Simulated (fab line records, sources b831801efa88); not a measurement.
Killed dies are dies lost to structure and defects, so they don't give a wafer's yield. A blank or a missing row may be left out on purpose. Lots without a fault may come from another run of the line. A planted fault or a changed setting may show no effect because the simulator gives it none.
fab line records | flow sky130
record lots=6 wafers=18 last_day=49
route steps=708 shown VIA4@645 METAL5@661 PASSIVATION@681 PAD_OPEN@708
lots that met no fault: from a run of the same line without faults
start_h: hours from the record's first day to the start of the lot's first wafer shown | wait_h: hours since the lot's step before | " the same as in the row above | L1.1+2: a row that stands for several wafers | - no value, or no start given | * or withheld: withheld | < > ~ a bound
route shown NAME@n: a module of which the file shows steps, and the number in the route of the first | usual: mean/standard deviation of fault-free wafers | same: alike in all rows | chamber/n: place in a boat | sites: the reading at each site | _std_site: their standard deviation | _edge_site: outer sites' mean less inner sites' | radius_mm: how far each site lies from the wafer's centre | mask NAME#n: copy n | behind: the tool/chamber that last shaped the wafer | hold: why the lot was held/for how many hours/how that ended | device: the transistor (n, p or np) that didn't switch | end of line: the same wafers' tests at the end of the route | a step without rows: its recipe alone | killed: dies lost to structure and defects at the first sort, not the wafer's yield | map: a wafer's dies, x killed, . not, _ none there
set.NAME: the setting as run; set.NAME@STEP: as run at that earlier step | model.NAME: the simulator's own value behind a step, which no gauge read
lots at some steps of the route; a table a step, a row a wafer
services: from which hour (start_h, from the record's first day; less than 0 if before it) a tool's chamber was out of use, for how many hours, and why
## steps
# step SKY_VIA4_COAT_06
# recipe resist=NOVOLAK spin_rpm=3000 resist_thk_nm=1140
# step SKY_VIA4_SOFTBAKE_07
# recipe temp_c=90 time_s=60 resist=NOVOLAK
# step SKY_VIA4_EXPOSE_08
# recipe mask_id=VIM4 na=0.6 source_shape=conventional sigma_outer=0.6 polarization=unpolarized target_cd_nm=800 dose_mj=132
# step SKY_VIA4_PEB_09
# recipe temp_c=withheld time_s=* resist=NOVOLAK
# step SKY_VIA4_DEVELOP_10
# recipe resist=NOVOLAK developer=TMAH develop_time_s=60 dev_temp_c=23
# step SKY_VIA4_OVL_MEAS_11
# usual VIA4_OVL=-0.1/1.4
# columns lot.wafer tool chamber start_h wait_h VIA4_OVL[nm]
L249.4 overlay-01 - 1016.78 0.1 1.2
L249.5 " - " " 0.3
L249.6 " - " " 0.8
L256.2 overlay-02 - 1056.83 0.1 1.9
L256.3 " - " " -0.3
L256.5 " - " " 2.2
L258.1 overlay-02 - 1075.46 0.1 -0.6
L258.3 " - " " -1.9
L258.6 " - " " -0.4
L262.1 overlay-01 - 1095.26 0.1 0.1
L262.2 " - " " -1.5
L262.3 " - " " -0.8
L265.2 overlay-02 - 1107.20 0.1 -0.8
L265.3 " - " " -0.6
L265.6 " - " " -0.1
L269.3 overlay-02 - 1128.78 0.1 -0.3
L269.4 " - " " -2.5
L269.6 " - " " -1.4
# step SKY_VIA4_ETCH_12
# recipe target=SiO2 chemistry=C4F8/O2/Ar stop_on=TiN mask_material=NOVOLAK source_w=1500 bias_w=1200 pressure_mtorr=40 c4f8_flow_sccm=withheld O2_flow_sccm=6 Ar_flow_sccm=300 time_s=withheld target_depth_a=5800
# step SKY_VIA4_STRIP_13
# recipe chemistry=O2/N2 power_w=1400 pressure_mtorr=1500 platen_temp_c=withheld o2_flow_sccm=3000 n2_flow_sccm=300 overash_fraction=0.5
# step SKY_VIA4_STRIP_14
# recipe chemistry=post_etch_residue_remover time_s=1200 temp_c=72.5
# step SKY_VIA4_CLEAN_15
# recipe chemistry=IPA time_s=180 temp_c=25
# step SKY_VIA4_CLEAN_16
# recipe chemistry=O3/DIW dry=n2_spin
# step SKY_VIA4_SPUTTER_17
# recipe material=TiN target_thk_nm=20 chamber_pressure_pa=5 power_w=4000 time_s=80
# step SKY_VIA4_CVD_18
# recipe material=W target_thk_nm=505 time_s=152.14 temp_c=400 pressure_torr=40
# usual chamber_pressure_Torr=39.99/0.092 heater_power_w=809/30
# columns lot.wafer tool chamber start_h wait_h chamber_pressure_Torr heater_power_w
L249.4 cvd_w-01 0 1017.58 0.1 39.99 843
L249.5 " 1 " " 39.93 773
L249.6 " 0 " " 39.98 849
L256.2 cvd_w-02 1 1057.58 0.0 40.05 800
L256.3 " 1 " " 40.01 802
L256.5 " 0 " " 39.84 819
L258.1 cvd_w-02 0 1076.57 0.0 40.15 822
L258.3 " 1 " " 39.90 791
L258.6 " 1 " " 39.90 808
L262.1 cvd_w-02 1 1096.02 0.0 40.08 791
L262.2 " 0 " " 40.06 808
L262.3 " 1 " " 40.15 812
L265.2 cvd_w-01 1 1107.96 0.0 39.84 785
L265.3 " 1 " " 39.79 765
L265.6 " 0 " " 40.01 857
L269.3 cvd_w-02 1 1129.62 0.1 39.95 818
L269.4 " 0 " " 40.09 812
L269.6 " 1 " " 39.94 807
# step SKY_VIA4_RS_MEAS_19
# recipe thk_meas_gauge=four-point-probe reads=W_of_VIA4_CVD_18+TiN_of_VIA4_SPUTTER_17
# usual VIA4_W_RS=0.2274/0.002
# columns lot.wafer tool chamber start_h wait_h VIA4_W_RS[ohm/sq]
L249.4 film_metro-04 - 1017.74 0.1 0.2278
L249.5 " - " " 0.2309
L249.6 " - " " 0.2282
L256.2 film_metro-03 - 1057.75 0.1 0.2209
L256.3 " - " " 0.2261
L256.5 " - " " 0.2290
L258.1 film_metro-02 - 1076.72 0.1 0.2274
L258.3 " - " " 0.2263
L258.6 " - " " 0.2286
L262.1 film_metro-04 - 1096.17 0.1 0.2288
L262.2 " - " " 0.2286
L262.3 " - " " 0.2267
L265.2 film_metro-04 - 1108.13 0.1 0.2286
L265.3 " - " " 0.2290
L265.6 " - " " 0.2256
L269.3 film_metro-03 - 1129.76 0.1 0.2269
L269.4 " - " " 0.2257
L269.6 " - " " 0.2293
# step SKY_VIA4_THK_MEAS_20
# recipe thk_meas_gauge=xrf reads=W_of_VIA4_CVD_18
# usual VIA4_W_THK=500/5.6
# columns lot.wafer tool chamber start_h wait_h VIA4_W_THK[nm]
L249.4 film_metro-04 - 1017.83 0.1 496
L249.5 " - " " 486
L249.6 " - " " 497
L256.2 film_metro-03 - 1057.86 0.1 512
L256.3 " - " " 505
L256.5 " - " " 492
L258.1 film_metro-02 - 1076.84 0.1 504
L258.3 " - " " 504
L258.6 " - " " 501
L262.1 film_metro-04 - 1096.29 0.1 500
L262.2 " - " " 499
L262.3 " - " " 501
L265.2 film_metro-04 - 1108.24 0.1 503
L265.3 " - " " 500
L265.6 " - " " 511
L269.3 film_metro-03 - 1129.86 0.1 494
L269.4 " - " " 500
L269.6 " - " " 491
# step SKY_VIA4_CMP_21
# recipe stop_on=SiO2 t_overpolish_s=25 down_force_psi=3.5 platen_rpm=60 target_thk_nm=0 pad_velocity_m_s=0.94248
# usual motor_current_A=10.9/1.2 overpolish_run_s=24.999/0.0094 retaining_ring_pressure_frac=1.000/0.0053 time_to_endpoint_s=121/4.4
# columns lot.wafer tool chamber start_h wait_h motor_current_A overpolish_run_s retaining_ring_pressure_frac time_to_endpoint_s
L249.4 cmp-02 3 1018.01 0.2 11.8 25.007 1.005 129
L249.6 " 0 " " 10.2 24.997 0.997 123
L249.5 " 1 " " 10.0 24.986 0.989 122
L256.2 cmp-02 2 1057.95 0.1 9.6 24.987 0.998 132
L256.3 " 1 " " 10.0 24.982 1.004 126
L256.5 " 3 " " 10.9 25.001 1.002 127
L258.1 cmp-01 2 1076.90 0.1 11.4 24.987 0.998 117
L258.3 " 3 " " 13.1 24.994 0.996 119
L258.6 " 3 " " 13.8 24.986 1.001 117
L262.3 cmp-02 3 1096.44 0.1 11.3 25.001 0.999 124
L262.2 " 1 " " 10.7 24.990 1.003 123
L262.1 " 2 " " 9.6 25.007 0.999 120
L265.2 cmp-02 3 1108.29 0.0 11.7 24.987 0.993 121
L265.3 " 2 " " 9.7 25.002 0.998 119
L265.6 " 3 " " 11.2 25.012 0.994 124
L269.3 cmp-02 3 1130.00 0.1 11.6 25.007 0.990 127
L269.4 " 0 " " 10.8 24.993 0.997 124
L269.6 " 1 " " 10.6 25.000 0.990 123
# step SKY_METAL5_SPUTTER_00
# recipe material=Ti target_thk_nm=15 power_w=3000 time_s=10 chamber_pressure_pa=0.4
# step SKY_METAL5_SPUTTER_01
# recipe material=TiN target_thk_nm=20 power_w=6500 time_s=16.7 chamber_pressure_pa=0.4
# step SKY_METAL5_SPUTTER_02
# recipe material=AlCu target_thk_nm=1150 power_w=10600 time_s=61.2 chamber_pressure_pa=0.4
# usual throttle_valve_pct=30.0/1
# columns lot.wafer tool chamber start_h wait_h throttle_valve_pct
L249.4 pvd_sputter-01 - 1018.20 0.0 32.0
L249.5 " - " " 32.2
L249.6 " - " " 30.2
L256.2 pvd_sputter-03 - 1058.30 0.0 29.3
L256.3 " - " " 30.1
L256.5 " - " " 30.2
L258.1 pvd_sputter-03 - 1077.25 0.0 30.3
L258.3 " - " " 29.8
L258.6 " - " " 30.1
L262.1 pvd_sputter-03 - 1096.79 0.0 30.4
L262.2 " - " " 30.3
L262.3 " - " " 29.7
L265.2 pvd_sputter-02 - 1108.64 0.0 29.9
L265.3 " - " " 29.5
L265.6 " - " " 29.4
L269.3 pvd_sputter-03 - 1130.25 0.0 31.2
L269.4 " - " " 30.4
L269.6 " - " " 31.4
# step SKY_METAL5_SPUTTER_03
# recipe material=Ti target_thk_nm=5 power_w=3000 time_s=3.3 chamber_pressure_pa=0.4
# step SKY_METAL5_SPUTTER_04
# recipe material=TiN target_thk_nm=70 power_w=6500 time_s=58.3 chamber_pressure_pa=0.4
# usual throttle_valve_pct=30.0/1
# columns lot.wafer tool chamber start_h wait_h throttle_valve_pct
L249.4 pvd_sputter-01 - 1018.27 0.0 31.9
L249.5 " - " " 32.2
L249.6 " - " " 29.8
L256.2 pvd_sputter-03 - 1058.37 0.0 29.7
L256.3 " - " " 30.1
L256.5 " - " " 30.2
L258.1 pvd_sputter-03 - 1077.32 0.0 30.3
L258.3 " - " " 30.2
L258.6 " - " " 30.1
L262.1 pvd_sputter-03 - 1096.86 0.0 30.3
L262.2 " - " " 30.1
L262.3 " - " " 29.6
L265.2 pvd_sputter-02 - 1108.71 0.0 29.9
L265.3 " - " " 29.5
L265.6 " - " " 29.7
L269.3 pvd_sputter-03 - 1130.32 0.0 31.2
L269.4 " - " " 30.4
L269.6 " - " " 31.0
# step SKY_METAL5_RS_MEAS_05
# recipe thk_meas_gauge=four-point-probe reads=TiN_of_METAL5_SPUTTER_04+Ti_of_METAL5_SPUTTER_03+AlCu_of_METAL5_SPUTTER_02+TiN_of_METAL5_SPUTTER_01+Ti_of_METAL5_SPUTTER_00
# usual METAL5_ALCU_RS=0.0270/0.00033
# columns lot.wafer tool chamber start_h wait_h METAL5_ALCU_RS[ohm/sq]
L249.4 film_metro-01 - 1018.38 0.1 0.0278
L249.5 " - " " 0.0281
L249.6 " - " " 0.0272
L256.2 film_metro-01 - 1058.44 0.0 0.0271
L256.3 " - " " 0.0274
L256.5 " - " " 0.0274
L258.1 film_metro-04 - 1077.36 0.0 0.0271
L258.3 " - " " 0.0268
L258.6 " - " " 0.0271
L262.1 film_metro-04 - 1096.91 0.0 0.0266
L262.2 " - " " 0.0268
L262.3 " - " " 0.0267
L265.2 film_metro-04 - 1108.78 0.0 0.0265
L265.3 " - " " 0.0269
L265.6 " - " " 0.0266
L269.3 film_metro-04 - 1130.41 0.1 0.0272
L269.4 " - " " 0.0271
L269.6 " - " " 0.0272
# step SKY_METAL5_THK_MEAS_06
# recipe thk_meas_gauge=xrf reads=AlCu_of_METAL5_SPUTTER_02
# usual METAL5_ALCU_THK=1132/14
# columns lot.wafer tool chamber start_h wait_h METAL5_ALCU_THK[nm]
L249.4 film_metro-01 - 1018.47 0.1 1098
L249.5 " - " " 1085
L249.6 " - " " 1122
L256.2 film_metro-01 - 1058.55 0.1 1121
L256.3 " - " " 1121
L256.5 " - " " 1120
L258.1 film_metro-04 - 1077.48 0.1 1134
L258.3 " - " " 1142
L258.6 " - " " 1132
L262.1 film_metro-04 - 1097.03 0.1 1160
L262.2 " - " " 1148
L262.3 " - " " 1155
L265.2 film_metro-04 - 1108.89 0.1 1150
L265.3 " - " " 1134
L265.6 " - " " 1141
L269.3 film_metro-04 - 1130.51 0.1 1142
L269.4 " - " " 1145
L269.6 " - " " 1128
# step SKY_METAL5_DEHYDRATE_07
# recipe temp_c=200 time_s=60
# step SKY_METAL5_HMDS_08
# recipe prime_time_s=60 prime_temp_c=120
# step SKY_METAL5_COAT_09
# recipe resist=NOVOLAK spin_rpm=3000 resist_thk_nm=1800
# step SKY_METAL5_SOFTBAKE_10
# recipe temp_c=90 time_s=60 resist=NOVOLAK
# step SKY_METAL5_EXPOSE_11
# recipe mask_id=MM5 na=0.6 source_shape=conventional sigma_outer=0.6 polarization=unpolarized target_cd_nm=1600 dose_mj=190
# step SKY_METAL5_PEB_12
# recipe temp_c=withheld time_s=* resist=NOVOLAK
# step SKY_METAL5_DEVELOP_13
# recipe resist=NOVOLAK developer=TMAH develop_time_s=60 dev_temp_c=23
# step SKY_METAL5_DESCUM_14
# recipe chemistry=O2 source_power_w=150 bias_power_w=0 pressure_mtorr=10 temp_c=40 time_s=11
# step SKY_METAL5_METAL_ETCH_15
# recipe target_depth_a=12600 stop_on=SiO2 over_etch_frac=0.2 time_s=252 chemistry=Cl2/BCl3 resist_sidewall_deg=86 pressure_mtorr=10 icp_w=900 bias_w=48.5 Cl2_flow_sccm=60 bcl3_flow_sccm=30
# usual drypump_motor_current_A=5.8/0.48 oes_product_au=0.894/0.005 rf_fwd_power_W=897.4/2.8 throttle_valve_pct=22.265/0.0092
# columns lot.wafer tool chamber start_h wait_h drypump_motor_current_A oes_product_au rf_fwd_power_W rf_hours_counter_h throttle_valve_pct
L249.4 rie_metal-01 0 1040.13 0.1 5.9 0.890 894.1 - 22.269
L249.5 " 1 " " 6.2 0.887 899.1 - 22.272
L249.6 " 0 " " 5.9 0.892 892.5 - 22.274
L256.2 rie_metal-02 0 1079.70 0.0 5.1 0.887 894.6 11 22.280
L256.3 " 1 " " 6.0 0.899 895.9 - 22.256
L256.5 " 1 " " 6.0 0.889 893.6 - 22.265
L258.1 rie_metal-03 1 1097.73 0.0 5.1 0.888 895.2 1 22.243
L258.3 " 1 " " 5.1 0.893 900.5 - 22.266
L258.6 " 0 " " 6.5 0.897 894.3 - 22.250
L262.1 rie_metal-02 0 1118.05 0.0 5.0 0.893 898.7 13 22.282
L262.2 " 1 " " 6.0 0.892 899.5 19 22.251
L262.3 " 1 " " 6.0 0.898 896.5 - 22.266
L265.2 rie_metal-01 0 1127.88 0.0 5.9 0.896 891.7 19 22.254
L265.3 " 0 " " 5.9 0.893 893.5 - 22.277
L265.6 " 1 " " 6.2 0.902 898.0 - 22.271
L269.3 rie_metal-02 1 1149.38 0.1 6.0 0.896 900.4 - 22.274
L269.4 " 0 " " 5.1 0.898 901.5 - 22.272
L269.6 " 0 " " 5.1 0.890 899.5 - 22.279
# step SKY_METAL5_STRIP_16
# recipe chemistry=O2/N2 power_w=1400 pressure_mtorr=1500 platen_temp_c=withheld o2_flow_sccm=3000 n2_flow_sccm=300 overash_fraction=0.5
# step SKY_METAL5_STRIP_17
# recipe chemistry=post_etch_residue_remover time_s=1200 temp_c=72.5
# step SKY_METAL5_CLEAN_18
# recipe chemistry=IPA time_s=180 temp_c=25
# step SKY_METAL5_CLEAN_19
# recipe chemistry=O3/DIW dry=n2_spin
# step SKY_PASSIVATION_CVD_00
# recipe material=SiO2 target_thk_nm=90 temp_c=400 time_s=withheld rf_w=600
# usual heater_power_w=689/130 rf_fwd_power_W=587/3.1
# columns lot.wafer tool chamber start_h wait_h heater_power_w rf_fwd_power_W
L249.4 pecvd-01 0 1040.89 0.0 609 587
L249.5 " 1 " " 546 589
L249.6 " 2 " " 859 587
L256.2 pecvd-01 1 1080.52 0.0 570 586
L256.3 " 2 " " 960 585
L256.5 " 2 " " 977 582
L258.1 pecvd-02 2 1098.56 0.0 661 590
L258.3 " 1 " " 785 586
L258.6 " 2 " " 678 587
L262.1 pecvd-01 0 1118.87 0.0 594 591
L262.2 " 1 " " 568 586
L262.3 " 2 " " 1060 584
L265.2 pecvd-03 1 1128.71 0.0 624 578
L265.3 " 2 " " 621 585
L265.6 " 0 " " 776 591
L269.3 pecvd-01 1 1150.14 0.0 555 588
L269.4 " 2 " " 989 582
L269.6 " 0 " " 616 588
# step SKY_PASSIVATION_THK_MEAS_01
# recipe reads=SiO2_of_PASSIVATION_CVD_00
# usual PASSIVATION_CVD_00_THK=90.4/1.4
# columns lot.wafer tool chamber start_h wait_h PASSIVATION_CVD_00_THK[nm]
L249.4 film_metro-02 - 1040.93 - 90.3
L249.5 " - " " 90.4
L249.6 " - " " 90.4
L256.2 film_metro-03 - 1080.56 - 91.8
L256.3 " - " " 90.6
L256.5 " - " " 91.3
L258.1 film_metro-02 - 1098.58 - 90.9
L258.3 " - " " 90.3
L258.6 " - " " 91.3
L262.1 film_metro-03 - 1118.90 - 92.0
L262.2 " - " " 91.3
L262.3 " - " " 92.1
L265.2 film_metro-02 - 1128.74 - 90.8
L265.3 " - " " 89.2
L265.6 " - " " 90.6
L269.3 film_metro-01 - 1150.19 - 90.4
L269.4 " - " " 90.7
L269.6 " - " " 89.8
# step SKY_PASSIVATION_CVD_02
# recipe material=Si3N4 target_thk_nm=540 temp_c=400 time_s=withheld rf_w=450
# step SKY_PASSIVATION_THK_MEAS_03
# recipe reads=Si3N4_of_PASSIVATION_CVD_02
# usual PASSIVATION_CVD_02_THK=539/7
# columns lot.wafer tool chamber start_h wait_h PASSIVATION_CVD_02_THK[nm]
L249.4 film_metro-02 - 1041.22 - 540
L249.5 " - " " 544
L249.6 " - " " 543
L256.2 film_metro-02 - 1080.84 - 541
L256.3 " - " " 535
L256.5 " - " " 543
L258.1 film_metro-03 - 1098.86 - 530
L258.3 " - " " 542
L258.6 " - " " 543
L262.1 film_metro-02 - 1119.18 - 525
L262.2 " - " " 529
L262.3 " - " " 538
L265.2 film_metro-01 - 1129.02 - 523
L265.3 " - " " 536
L265.6 " - " " 530
L269.3 film_metro-02 - 1150.47 - 536
L269.4 " - " " 538
L269.6 " - " " 539
# step SKY_PASSIVATION_DEHYDRATE_04
# recipe temp_c=200 time_s=60
# step SKY_PASSIVATION_HMDS_05
# recipe prime_time_s=60 prime_temp_c=120
# step SKY_PAD_OPEN_PROBE_99
# usual defect_limited_yield=82.3/1.9 killed_at_M0_to_M3=44/6.5 killed_at_M4_up=3.3/1.9 killed_at_contacts=24/5.3 killed_at_front_end=15/4.5 killed_at_other=0.3/0.58 killed_dies=87/9.3 killed_open=48/6.6 killed_short=39/6.1 sort_bin_3_pad_short=0.9/0.46 sort_bin_5_function=10.5/1.6 sort_bin_6_memory=6.3/1.1 sort_n_pass=405/9.3 sort_yield_pct=82.3/1.9
# same gross_dies=492 killed_at_back_side=0 sort_bin_4_leakage[%]=0 sort_bin_8_speed[%]=0
# columns lot.wafer tool chamber start_h wait_h defect_limited_yield[%] killed_at_M0_to_M3 killed_at_M4_up killed_at_contacts killed_at_front_end killed_at_other killed_dies killed_open killed_short sort_bin_3_pad_short[%] sort_bin_5_function[%] sort_bin_6_memory[%] sort_n_pass sort_yield_pct[%] model.etest.tester.sort_n_pass model.etest.tester.sort_yield_pct model.etest.tester.sort_bin_5_pct
L249.4 prober-02 - 1086.12 0.2 78.5 49 3 34 20 0 106 60 46 0.8 11.0 9.8 386 78.5 386 78.46 10.98
L249.5 prober-02 - 1086.17 0.2 82.9 35 3 31 14 1 84 40 44 0.6 10.0 6.5 408 82.9 408 82.93 9.959
L249.6 prober-02 - 1086.22 0.2 80.9 49 3 24 18 0 94 52 42 1.2 11.2 6.7 398 80.9 398 80.89 11.18
L256.2 prober-01 - 1125.68 0.1 81.5 45 3 25 17 1 91 51 40 1.4 9.6 7.5 401 81.5 401 81.5 9.553
L256.3 prober-01 - 1125.73 0.2 83.7 31 1 31 16 1 80 49 31 0.8 7.5 7.9 412 83.7 412 83.74 7.52
L256.5 prober-01 - 1125.83 0.2 81.3 45 5 19 23 0 92 50 42 0.6 9.8 8.3 400 81.3 400 81.3 9.756
L258.1 prober-01 - 1140.68 0.1 81.1 49 4 26 14 0 93 47 46 0.6 10.6 7.7 399 81.1 399 81.1 10.57
L258.3 prober-01 - 1140.78 0.2 83.5 42 3 25 11 0 81 39 42 2.0 10.2 4.3 411 83.5 411 83.54 10.16
L258.6 prober-01 - 1140.93 0.2 81.7 46 2 30 12 0 90 56 34 0.4 11.8 6.1 402 81.7 402 81.71 11.79
L262.1 prober-01 - 1159.61 0.1 82.7 47 4 16 18 0 85 53 32 0.6 10.0 6.7 407 82.7 407 82.72 9.959
L262.2 prober-01 - 1159.66 0.1 76.2 57 29 21 10 0 117 51 38 1.6 16.1 6.1 375 76.2 375 76.22 16.06
L262.3 prober-01 - 1159.71 0.2 81.3 45 5 23 19 0 92 55 37 0.6 11.2 6.9 400 81.3 400 81.3 11.18
L265.2 prober-01 - 1168.28 0.1 81.7 45 4 24 16 1 90 57 33 1.0 9.6 7.7 402 81.7 402 81.71 9.553
L265.3 prober-01 - 1168.33 0.2 85.0 31 3 23 16 1 74 36 38 0.6 8.7 5.7 418 85.0 418 84.96 8.74
L265.6 prober-01 - 1168.48 0.2 80.1 51 2 28 17 0 98 50 48 1.6 11.6 6.7 394 80.1 394 80.08 11.59
L269.3 prober-01 - 1187.40 0.2 78.9 51 2 38 12 1 104 61 43 1.0 11.6 8.5 388 78.9 388 78.86 11.59
L269.4 prober-01 - 1187.45 0.2 79.5 34 28 26 13 0 101 38 38 1.4 11.6 7.5 391 79.5 391 79.47 11.59
L269.6 prober-01 - 1187.55 0.2 85.4 30 4 26 12 0 72 34 38 1.0 7.9 5.7 420 85.4 420 85.37 7.927
# killed by level:class
L249.4 LI_CONTACT:geometric_particle:open=14 VIA2:geometric_particle:open=8 VIA3:geometric_particle:open=7 CONTACT:geometric_particle:short=7 VIA1:geometric_particle:open=7 POLY_GATE:geometric_particle:short=6 METAL2:geometric_particle:open=5 CONTACT:geometric_particle:open=5
L249.5 CONTACT:geometric_particle:open=11 VIA1:geometric_particle:open=9 LOCAL_INTERCONNECT:geometric_particle:short=7 METAL2:geometric_particle:short=7 VIA2:geometric_particle:open=7 CONTACT:geometric_particle:short=5 POLY_GATE:geometric_particle:short=4 FIELD_ISO:geometric_particle:open=3
L249.6 CONTACT:geometric_particle:open=10 VIA1:geometric_particle:short=8 VIA1:geometric_particle:open=8 VIA2:geometric_particle:open=7 METAL2:geometric_particle:short=6 FIELD_ISO:geometric_particle:open=5 LOCAL_INTERCONNECT:geometric_particle:short=5 FIELD_ISO:geometric_particle:short=5
L256.2 VIA1:geometric_particle:open=10 VIA3:geometric_particle:open=9 POLY_GATE:geometric_particle:open=8 LI_CONTACT:geometric_particle:open=8 CONTACT:geometric_particle:short=6 CONTACT:geometric_particle:open=5 METAL1:geometric_particle:short=5 METAL2:geometric_particle:short=5
L256.3 CONTACT:geometric_particle:open=10 LOCAL_INTERCONNECT:geometric_particle:short=7 LI_CONTACT:geometric_particle:open=6 VIA3:geometric_particle:open=6 POLY_GATE:geometric_particle:open=5 POLY_GATE:geometric_particle:short=5 VIA1:geometric_particle:open=5 FIELD_ISO:geometric_particle:open=4
L256.5 VIA1:geometric_particle:open=13 VIA3:geometric_particle:open=8 FIELD_ISO:geometric_particle:short=6 LI_CONTACT:geometric_particle:open=6 VIA1:geometric_particle:short=6 POLY_GATE:geometric_particle:open=5 CONTACT:geometric_particle:open=5 METAL2:geometric_particle:short=5
L258.1 LI_CONTACT:geometric_particle:open=10 FIELD_ISO:geometric_particle:open=9 VIA1:geometric_particle:open=9 METAL1:geometric_particle:short=6 VIA2:geometric_particle:short=6 CONTACT:geometric_particle:short=5 VIA1:geometric_particle:short=5 METAL2:geometric_particle:short=5
L258.3 VIA1:geometric_particle:short=9 VIA1:geometric_particle:open=7 VIA2:geometric_particle:open=7 CONTACT:geometric_particle:open=6 LI_CONTACT:geometric_particle:open=5 LI_CONTACT:geometric_particle:short=5 CONTACT:geometric_particle:short=5 FIELD_ISO:geometric_particle:short=3
L258.6 CONTACT:geometric_particle:open=13 VIA1:geometric_particle:open=11 LI_CONTACT:geometric_particle:open=9 VIA1:geometric_particle:short=7 METAL1:geometric_particle:short=6 VIA2:geometric_particle:open=5 METAL2:geometric_particle:short=4 METAL1:geometric_particle:open=4
L262.1 VIA1:geometric_particle:open=13 POLY_GATE:geometric_particle:open=7 LI_CONTACT:geometric_particle:open=7 METAL2:geometric_particle:short=7 CONTACT:geometric_particle:open=6 VIA3:geometric_particle:open=6 VIA1:geometric_particle:short=5 METAL1:geometric_particle:short=5
L262.2 VIA4:unspecified=28 VIA1:geometric_particle:open=14 CONTACT:geometric_particle:open=11 VIA2:geometric_particle:open=10 VIA3:geometric_particle:open=9 METAL2:geometric_particle:short=7 METAL1:geometric_particle:short=5 VIA2:geometric_particle:short=5
L262.3 CONTACT:geometric_particle:open=12 VIA1:geometric_particle:open=9 VIA2:geometric_particle:open=9 POLY_GATE:geometric_particle:open=7 VIA2:geometric_particle:short=7 LI_CONTACT:geometric_particle:open=6 FIELD_ISO:geometric_particle:open=5 VIA3:geometric_particle:open=5
L265.2 VIA1:geometric_particle:open=15 CONTACT:geometric_particle:open=10 VIA3:geometric_particle:open=8 LI_CONTACT:geometric_particle:open=8 POLY_GATE:geometric_particle:short=6 METAL2:geometric_particle:short=6 FIELD_ISO:geometric_particle:open=3 FIELD_ISO:geometric_particle:short=3
L265.3 LI_CONTACT:geometric_particle:open=6 CONTACT:geometric_particle:open=6 VIA3:geometric_particle:open=6 METAL2:geometric_particle:short=6 VIA1:geometric_particle:open=5 CONTACT:geometric_particle:short=5 METAL1:geometric_particle:short=5 LOCAL_INTERCONNECT:geometric_particle:short=4
L265.6 METAL1:geometric_particle:short=12 CONTACT:geometric_particle:open=12 LI_CONTACT:geometric_particle:open=8 VIA1:geometric_particle:open=7 FIELD_ISO:geometric_particle:short=6 VIA2:geometric_particle:open=6 VIA3:geometric_particle:open=6 VIA2:geometric_particle:short=5
L269.3 LI_CONTACT:geometric_particle:open=9 CONTACT:geometric_particle:open=9 VIA1:geometric_particle:open=9 CONTACT:geometric_particle:short=8 VIA3:geometric_particle:open=8 VIA2:geometric_particle:open=7 METAL1:geometric_particle:short=7 METAL2:geometric_particle:short=7
L269.4 VIA4:unspecified=25 VIA1:geometric_particle:open=11 LOCAL_INTERCONNECT:geometric_particle:short=8 METAL2:geometric_particle:short=6 LI_CONTACT:geometric_particle:open=6 CONTACT:geometric_particle:open=6 CONTACT:geometric_particle:short=5 FIELD_ISO:geometric_particle:short=4
L269.6 LI_CONTACT:geometric_particle:open=9 VIA3:geometric_particle:open=7 CONTACT:geometric_particle:open=7 LOCAL_INTERCONNECT:geometric_particle:short=6 METAL1:geometric_particle:short=6 METAL4:geometric_particle:short=4 VIA1:geometric_particle:open=4 METAL2:geometric_particle:short=4
# map L262.2 (x killed, . not)
__________x...x....._________
________x........x.x.._______
______..x......x.x......_____
_____..........x......x..____
____....xxx..........x...x___
___................x.....x.__
__x.x....x...xx.........x..._
_..x..xx..x....x...x..x.x.x..
_x.....x.x............x......
_x.x.x..x......x.....xx..x..x
_...x.......x.....x.......x..
_xxxxx.......................
_xxxxxx...............x..x...
_xxxxx....xx........x...xx...
_xxxxx......xxxx....xx.......
__xxx.x.x....x........x..x.._
___xxx......x......x......x__
____x.x................xx.___
_____..x.x...xxx...x.x...____
______..x..x..........x._____
________........x.x..._______
__________xx.x.....x_________
# map L269.3 (x killed, . not)
__________.....x.x.._________
________.......x...xx._______
______.x....x..........._____
_____.xx..xx....x.x.x....____
____.x..x..x....x..x..xx..___
___......x.x...xx...x.....x__
__x.......xxx............x.._
_..x..x.x.x...x....xxx.......
_.x..........x......x...x....
_...xx......x...........x....
_....x....x...x.....x..x...x.
_..x..x..x......xx......x....
_.x.....xx.x...x...x..x...xx.
_...x........x...x.x.x.x....x
_...x......x.................
__.x....x...x..x...x....x.xx_
___....x.......x.x....x....__
____......................___
_____.xxxx......x....x...____
______x...x...x....x...._____
________............xx_______
__________........xx_________
## services
# columns tool chamber start_h hours kind
pecvd-03 0 994.91 5.5 scheduled_down
pecvd-03 1 1000.37 - clean
pecvd-03 1 1000.37 - consumable_replace:showerhead
pecvd-03 1 1000.37 29.0 scheduled_down
pecvd-03 1 1000.37 29.0 vent_cycle
pecvd-01 2 1011.75 2.1 scheduled_down
cmp-01 - 1027.99 3.7 pm
pecvd-01 1 1028.64 5.5 scheduled_down
pecvd-03 - 1044.71 5.5 pm
rie_metal-03 1 1054.76 - clean
cvd_w-01 1 1056.69 10.2 repair
pecvd-03 2 1058.14 7.7 repair
rie_metal-03 - 1059.09 14.6 pm
pvd_sputter-02 - 1072.54 1.6 repair
cmp-01 - 1084.48 4.0 pm
rie_metal-03 - 1088.16 6.5 repair
rie_metal-02 - 1089.75 14.6 pm
rie_metal-01 - 1101.08 2.8 pm
cmp-01 - 1115.86 0.9 repair
cmp-02 - 1123.21 1.1 repair
pecvd-02 - 1130.78 1.6 repair
pvd_sputter-02 - 1143.29 0.5 repair
cvd_w-01 - 1144.01 2.8 pm
pecvd-03 - 1145.30 0.7 repair
## key
first_sign step=SKY_PAD_OPEN_PROBE_99 reading=killed_at_M4_up direction=up sigmas=14 usual=3.3 struck=28.5
effect none on later readings
model_effect step=SKY_PAD_OPEN_PROBE_99 value=etest.tester.sort_n_pass without=407 struck=383
met_at SKY_VIA4_CVD_18
struck_wafers L262.2,L269.4
onset_between 1076.57 1096.02
fault kind=chamber_particle_source tool=cvd_w-02 chamber=0 onset_h=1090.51 steps=SKY_VIA4_CVD_18 rate_per_visit_cm2=0.4037 end_h=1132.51
